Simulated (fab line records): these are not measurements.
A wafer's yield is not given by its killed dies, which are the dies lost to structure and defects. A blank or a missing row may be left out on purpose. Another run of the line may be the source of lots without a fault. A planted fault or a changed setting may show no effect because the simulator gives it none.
Which tool did it?	flow gf180mcu	39 wafers from 13 lots sampled at 3 of the route's 602 steps

## WHAT THE GAUGES READ, wafer by wafer
GF_MIM_RS_MEAS_10: measures by four-point-probe. Usual: MIM_ALCU_RS gives 0.1601 ohm/sq (standard deviation 0.0021).
lot	measured	on	MIM_ALCU_RS (ohm/sq)	flag
L637	day 24 20:46	film_metro-03	0.1591 0.1620 0.1586	
L639	day 25 16:11	film_metro-04	0.1614 0.1592 0.1594	
L641	day 26 06:41	film_metro-04	0.1614 0.1611 0.1614	
L642	day 26 22:07	film_metro-03	0.1584 0.1628 0.1624	
L644	day 27 11:10	film_metro-03	0.1642 0.1619 0.1644	
L645	day 27 16:58	film_metro-02	0.1603 0.1585 0.1595	
L653	day 30 01:13	film_metro-03	0.1565 0.1598 0.1595	
L654	day 30 03:31	film_metro-04	0.1635 0.1629 0.1611	
L655	day 30 12:01	film_metro-03	0.1583 0.1605 0.1588	
L656	day 30 23:35	film_metro-03	0.1587 0.1552 0.1586	
L657	day 31 01:43	film_metro-03	0.1638 0.1631 0.1644	
L658	day 31 08:29	film_metro-03	0.1603 0.1590 0.1599	
L659	day 31 13:29	film_metro-03	0.1624 0.1596 0.1579	

GF_M5_OVL_MEAS_08. Usual: M5_OVL gives 4 nm (standard deviation 6.3).
lot	measured	on	M5_OVL (nm)	flag
L637	day 26 15:43	overlay-02	5 13 10	
L639	day 27 10:19	overlay-02	-1 -5 -3	
L641	day 27 23:20	overlay-02	10 7 13	
L642	day 28 14:47	overlay-01	9 10 0	
L644	day 29 02:38	overlay-02	2 -6 5	
L645	day 29 08:53	overlay-01	1 3 11	
L653	day 31 14:50	overlay-01	13 3 0	
L654	day 31 15:47	overlay-02	13 3 17	
L655	day 31 23:56	overlay-01	0 3 -1	
L656	day 32 10:49	overlay-02	5 10 4	
L657	day 32 12:11	overlay-01	13 -2 5	
L658	day 32 19:22	overlay-02	13 20 20	
L659	day 32 23:34	overlay-01	-1 -3 -1	

## WHAT TOOL EACH LOT RAN ON (gives the tool, then ch and the chambers of the sampled wafers, and finally the start)
lot	GF_MIM_SPUTTER_04
L637	pvd_sputter-03, day 24 20:32
L639	pvd_sputter-01, day 25 15:58
L641	pvd_sputter-01, day 26 06:28
L642	pvd_sputter-04, day 26 21:53
L644	pvd_sputter-01, day 27 10:55
L645	pvd_sputter-04, day 27 16:44
L653	pvd_sputter-03, day 30 00:59
L654	pvd_sputter-04, day 30 03:16
L655	pvd_sputter-03, day 30 11:47
L656	pvd_sputter-01, day 30 23:20
L657	pvd_sputter-04, day 31 01:29
L658	pvd_sputter-04, day 31 08:12
L659	pvd_sputter-01, day 31 13:14
- GF_MIM_SPUTTER_04: material TiN, target thk 50 nm, time 41.7 s.

## WHAT THE TOOLS THEMSELVES READ (means of the sampled wafers that have a number; where no wafer has one, the mark that the record gives instead)
GF_MIM_SPUTTER_04. Usual: throttle_valve_pct reads 30.0 % (standard deviation 1).
lot	tool	throttle_valve_pct (%)	flag
L637	pvd_sputter-03	29.8	
L639	pvd_sputter-01	30.4	
L641	pvd_sputter-01	29.5	
L642	pvd_sputter-04	30.0	
L644	pvd_sputter-01	29.9	
L645	pvd_sputter-04	29.9	
L653	pvd_sputter-03	30.5	
L654	pvd_sputter-04	30.3	
L655	pvd_sputter-03	29.4	
L656	pvd_sputter-01	30.3	
L657	pvd_sputter-04	30.1	
L658	pvd_sputter-04	30.1	
L659	pvd_sputter-01	30.5	

## THE ANSWER, worked out from the rows above alone
Rule: a lot counts as off when the mean over its wafers that have a number is more than 3 standard deviations away from the usual mean. Also off: a lot with no number at a reading for which 4 or more lots have one. All remaining lots with rows at the step are treated as sound. The gauges are gone through in route order, then the tools' own readings, and for those a lot's mean is taken as printed above. At the first step where some lot is off, the reading lying furthest off is the one used; lots without a number count as furthest.
Nothing can be told from this: no lot is off at any reading shown.

## WHAT HAD BEEN PUT IN BY THE SIMULATOR
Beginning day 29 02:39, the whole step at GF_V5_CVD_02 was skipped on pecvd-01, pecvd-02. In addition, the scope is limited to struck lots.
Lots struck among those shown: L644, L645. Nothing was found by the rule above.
